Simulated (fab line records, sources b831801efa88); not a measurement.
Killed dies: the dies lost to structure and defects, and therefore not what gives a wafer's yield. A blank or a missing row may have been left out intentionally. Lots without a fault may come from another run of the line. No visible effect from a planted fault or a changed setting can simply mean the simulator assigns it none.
fab line records | flow sky130
[record] lots = 7 wafers = 21 last-day = 50
route steps=708 shown VT_ADJUST_LVTN@99 PAD_OPEN@708
lots that met no fault: taken from a fault-free run of the same line
start-h: hours from the record's opening day to when the first of the lot's shown wafers began | wait-h: hours from the lot's prior step to this one | " same as the row above | L1.1+2: a row that stands for several wafers | - no value present, or no start provided | * or withheld: withheld | < > ~ a bound
route shown NAME@n: a module of which the file shows steps, and the number in the route of the first | usual: mean and standard deviation over wafers with no fault | same: alike in all rows | chamber/n: place in a boat | sites: per-site readings | _std_site: standard deviation across them | _edge_site: mean of outer sites minus mean of inner sites | radius-mm: how far each site lies from the wafer's centre | mask NAME#n: copy n | behind: the most recent tool/chamber to have shaped the wafer | hold: cause of the lot's hold/its duration in hours/its outcome | device: the transistor (n, p or np) that didn't switch | end of line: at the end of the route, the tests of the same wafers | a step given without rows: its recipe and nothing more | killed: dies that structure and defects cost at the first sort, which is not the same as the wafer's yield | map: a wafer's dies, x killed, . not, _ none there
set.NAME: the setting as run; set.NAME@STEP: as run at that earlier step | model.NAME: the simulator's own value behind a step, which no gauge read
lots seen at some steps along the route; tables by step, rows by wafer
services: when a tool's chamber went out of use (start-h, in hours from the record's first day, below 0 if earlier), for how many hours, and the reason
[[steps]]
[step SKY_VT_ADJUST_LVTN_COAT_02]
[recipe] spin-rpm = 2000 resist-thk-nm = 3000
[step SKY_VT_ADJUST_LVTN_SOFTBAKE_03]
[recipe] temp-c = 110 time-s = withheld
[step SKY_VT_ADJUST_LVTN_EXPOSE_04]
[recipe] mask-id = NWM_COMPLEMENT_LESS_NATIVE na = 0.6 source-shape = conventional sigma-outer = 0.6 polarization = unpolarized target-cd-nm = 840 dose-mj = 194
[step SKY_VT_ADJUST_LVTN_PEB_05]
[recipe] temp-c = 115 time-s = withheld
[step SKY_VT_ADJUST_LVTN_DEVELOP_06]
[recipe] wall-angle-deg = 90 developer = TMAH develop-time-s = 60 dev-temp-c = 23
[step SKY_VT_ADJUST_LVTN_OVL_MEAS_07]
[usual] VT_ADJUST_LVTN_OVL = -0.3/1.4
// columns lot.wafer tool chamber start-h wait-h VT_ADJUST_LVTN_OVL[nm]
L584.1 overlay-02 - 182.07 - 1.0
L584.4 " - " " -0.2
L584.5 " - " " 0.6
L587.2 overlay-01 - 200.14 - 0.7
L587.3 " - " " 1.6
L587.4 " - " " 0.4
L588.1 overlay-01 - 205.78 - -0.5
L588.5 " - " " -0.1
L588.6 " - " " -1.8
L589.2 overlay-01 - 213.84 - 2.7
L589.3 " - " " 0.8
L589.5 " - " " 2.2
L592.1 overlay-01 - 230.76 - -0.5
L592.3 " - " " -2.6
L592.6 " - " " -0.9
L600.2 overlay-01 - 294.24 - -0.5
L600.4 " - " " 0.3
L600.6 " - " " -0.9
L601.2 overlay-02 - 299.77 - -2.1
L601.3 " - " " -0.8
L601.4 " - " " -0.7
[step SKY_VT_ADJUST_LVTN_IMPLANT_08]
[recipe] species = B energy-kev = 30 dose-cm2 = 1.57e+12 tilt-deg = withheld
[step SKY_VT_ADJUST_LVTN_STRIP_09]
[recipe] chemistry = O2/N2 power-w = 1400 pressure-mtorr = 1500 platen-temp-c = withheld o2-flow-sccm = 3000 n2-flow-sccm = 300 overash-fraction = 0.5
[usual] drypump-motor-current-A = 5.8/0.49 oes-product-au = 0.722/0.0046 strip-time-to-endpoint-s = 36.88/0.092
// columns lot.wafer tool chamber start-h wait-h drypump-motor-current-A oes-product-au rf-hours-counter-h strip-time-to-endpoint-s
L584.1 plasma-asher-01 0 182.25 0.1 5.3 0.723 51 36.89
L584.4 " 1 " " 6.3 0.722 - 36.82
L584.5 " 0 " " 5.3 0.724 - 36.90
L587.2 plasma-asher-02 1 200.32 0.1 5.6 0.729 52 36.95
L587.3 " 0 " " 5.9 0.720 - 37.03
L587.4 " 1 " " 5.6 0.715 - 37.02
L588.1 plasma-asher-01 0 205.97 0.1 5.3 0.719 53 36.85
L588.5 " 0 " " 5.3 0.721 - 36.87
L588.6 " 1 " " 6.3 0.722 - 36.78
L589.2 plasma-asher-01 0 214.02 0.1 5.3 0.718 54 36.84
L589.3 " 1 " " 6.2 0.721 - 36.85
L589.5 " 1 " " 6.2 0.724 - 36.77
L592.1 plasma-asher-02 1 230.94 0.1 5.6 0.722 54 36.80
L592.3 " 1 " " 5.6 0.719 - 36.83
L592.6 " 0 " " 5.9 0.723 - 36.80
L600.2 plasma-asher-01 1 294.42 0.1 6.3 0.723 62 36.86
L600.4 " 1 " " 6.2 0.722 - 36.84
L600.6 " 0 " " 5.3 0.724 - 36.87
L601.2 plasma-asher-01 0 299.95 0.1 5.3 0.725 63 36.91
L601.3 " 1 " " 6.3 0.723 - 36.92
L601.4 " 0 " " 5.3 0.722 - 37.02
[step SKY_VT_ADJUST_LVTN_TW_MEAS_10]
[usual] VT_ADJUST_LVTN_TW = 242.6/1.2
// columns lot.wafer tool chamber start-h wait-h VT_ADJUST_LVTN_TW
L584.1 film-metro-01 - 182.35 0.1 240.5
L584.4 " - " " 241.2
L584.5 " - " " 240.5
L587.2 film-metro-02 - 200.43 0.1 243.1
L587.3 " - " " 243.2
L587.4 " - " " 242.1
L588.1 film-metro-03 - 206.07 0.1 243.0
L588.5 " - " " 242.8
L588.6 " - " " 243.8
L589.2 film-metro-03 - 214.13 0.1 242.2
L589.3 " - " " 243.2
L589.5 " - " " 242.8
L592.1 film-metro-03 - 231.04 0.1 243.9
L592.3 " - " " 243.7
L592.6 " - " " 243.1
L600.2 film-metro-01 - 294.53 0.1 242.5
L600.4 " - " " 241.9
L600.6 " - " " 243.1
L601.2 film-metro-02 - 300.06 0.1 242.1
L601.3 " - " " 243.5
L601.4 " - " " 242.3
[step SKY_VT_ADJUST_LVTN_DEHYDRATE_11]
[recipe] temp-c = 200 time-s = 60
[step SKY_VT_ADJUST_LVTN_HMDS_12]
[recipe] prime-time-s = 60 prime-temp-c = 120
[step SKY_VT_ADJUST_LVTN_COAT_13]
[recipe] resist = NOVOLAK spin-rpm = 3000 resist-thk-nm = 1140
[step SKY_VT_ADJUST_LVTN_SOFTBAKE_14]
[recipe] temp-c = 90 time-s = 60 resist = NOVOLAK
[usual] heater-power-total-W = 56.59/0.045 plate-temp-C = 90.02/0.11
// columns lot.wafer tool chamber start-h wait-h heater-power-total-W plate-temp-C
L584.1 litho-track-01 0 193.17 0.1 56.57 90.13
L584.4 " 0 " " 56.65 90.16
L584.5 " 0 " " 56.55 89.99
L587.2 litho-track-01 0 211.44 0.1 55.98 89.38
L587.3 " 0 " " 56.03 89.40
L587.4 " 0 " " 56.02 89.31
L588.1 litho-track-01 0 217.92 0.1 55.98 89.34
L588.5 " 0 " " 55.96 89.55
L588.6 " 0 " " 56.04 89.47
L589.2 litho-track-03 0 224.56 0.1 56.58 90.17
L589.3 " 0 " " 56.55 90.07
L589.5 " 0 " " 56.49 90.07
L592.1 litho-track-01 0 242.82 0.1 55.96 89.41
L592.3 " 0 " " 55.87 89.15
L592.6 " 0 " " 56.00 89.46
L600.2 litho-track-01 0 306.99 0.1 56.66 89.86
L600.4 " 0 " " 56.57 89.91
L600.6 " 0 " " 56.64 89.97
L601.2 litho-track-04 0 312.83 0.1 56.60 90.24
L601.3 " 0 " " 56.58 90.06
L601.4 " 0 " " 56.60 89.96
[step SKY_VT_ADJUST_LVTN_EXPOSE_15]
[recipe] mask-id = HVN_STD_DERIVED na = 0.6 source-shape = conventional sigma-outer = 0.6 polarization = unpolarized target-cd-nm = 600 dose-mj = 163
[step SKY_PAD_OPEN_PROBE_99]
[usual] killed_at_M0_to_M3 = 42/6.4 killed_at_M4_up = 3.2/1.9 killed-at-contacts = 24/4.8 killed-at-front-end = 16/4.4 killed-at-other = 0.3/0.55 killed-dies = 86/8.6 killed-open = 46/6.6 killed-short = 39/5.7
[same] gross-dies = 492 killed-at-back-side = 0
// columns lot.wafer tool chamber start-h wait-h killed_at_M0_to_M3 killed_at_M4_up killed-at-contacts killed-at-front-end killed-at-other killed-dies killed-open killed-short
L584.1 prober-02 - 1120.26 0.1 44 3 20 19 1 87 43 44
L584.4 prober-02 - 1120.41 0.2 45 2 21 14 1 83 43 39
L584.5 prober-02 - 1120.46 0.2 44 3 23 13 2 85 41 43
L592.1 prober-01 - 1153.92 0.1 47 5 25 11 0 88 56 32
L592.3 prober-01 - 1154.02 0.2 41 2 29 8 0 80 39 41
L592.6 prober-01 - 1154.17 0.2 36 3 32 15 0 86 49 37
// killed by level:class
L584.1 FIELD_ISO:geometric-particle:open=10 CONTACT:geometric-particle:open=9 METAL1:geometric-particle:short=8 METAL2:geometric-particle:short=7 VIA1:geometric-particle:short=6 LI_CONTACT:geometric-particle:short=5 VIA1:geometric-particle:open=5 VIA3:geometric-particle:open=5
L584.4 VIA1:geometric-particle:open=12 CONTACT:geometric-particle:open=8 METAL1:geometric-particle:short=7 VIA2:geometric-particle:open=6 CONTACT:geometric-particle:short=4 VIA1:geometric-particle:short=4 VIA3:geometric-particle:open=4 FIELD_ISO:geometric-particle:short=3
L584.5 FIELD_ISO:geometric-particle:open=9 VIA1:geometric-particle:open=9 CONTACT:geometric-particle:open=7 VIA3:geometric-particle:short=7 CONTACT:geometric-particle:short=6 METAL2:geometric-particle:short=6 VIA3:geometric-particle:open=6 METAL1:geometric-particle:short=5
L592.1 VIA1:geometric-particle:open=16 LI_CONTACT:geometric-particle:open=9 VIA2:geometric-particle:open=8 CONTACT:geometric-particle:open=7 VIA1:geometric-particle:short=6 VIA3:geometric-particle:open=6 CONTACT:geometric-particle:short=5 POLY_GATE:geometric-particle:open=4
L592.3 LI_CONTACT:geometric-particle:open=9 VIA2:geometric-particle:open=8 VIA1:geometric-particle:short=6 METAL1:geometric-particle:short=6 VIA1:geometric-particle:open=6 LOCAL_INTERCONNECT:geometric-particle:short=5 CONTACT:geometric-particle:open=5 CONTACT:geometric-particle:short=5
L592.6 CONTACT:geometric-particle:open=12 CONTACT:geometric-particle:short=9 VIA1:geometric-particle:open=9 LI_CONTACT:geometric-particle:open=8 VIA2:geometric-particle:open=6 VIA3:geometric-particle:short=5 VIA2:geometric-particle:short=4 VIA3:geometric-particle:open=4
[[services]]
// columns tool chamber start-h hours kind
plasma-asher-01 - 172.26 2.8 pm
litho-track-01 - 223.63 - consumable-replace:filter
plasma-asher-02 - 235.35 4.8 repair
plasma-asher-02 - 268.72 4.8 repair
[[key]]
[first-sign] step = SKY_VT_ADJUST_LVTN_SOFTBAKE_14 reading = heater-power-total-W direction = down sigmas = 14 usual = * struck = *
[effect] step = SKY_VT_ADJUST_LVTN_SOFTBAKE_14 reading = plate-temp-C direction = down sigmas = 5.6 usual = * struck = *
met-at SKY_VT_ADJUST_LVTN_SOFTBAKE_14
struck-wafers L587.2,L587.3,L587.4,L588.1,L588.5,L588.6,L592.1,L592.3,L592.6
tester-left-out L587,L588,L592
onset-between 193.17 211.44
[fault] kind = process-parameter-drift tool = litho-track-01 chamber = - onset-h = 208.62 steps = SKY_VT_ADJUST_LVTN_SOFTBAKE_14 channel = temp-c offset = * shape = step end-h = 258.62 acts-in = * stated = *
// tester-left-out: of these lots the tester's yield and bins aren't shown, on N5 and GAA mostly nor the transistor test; their killed dies are dies lost to structure and defects alone, not to doping, threshold or leakage, so they don't give the yield
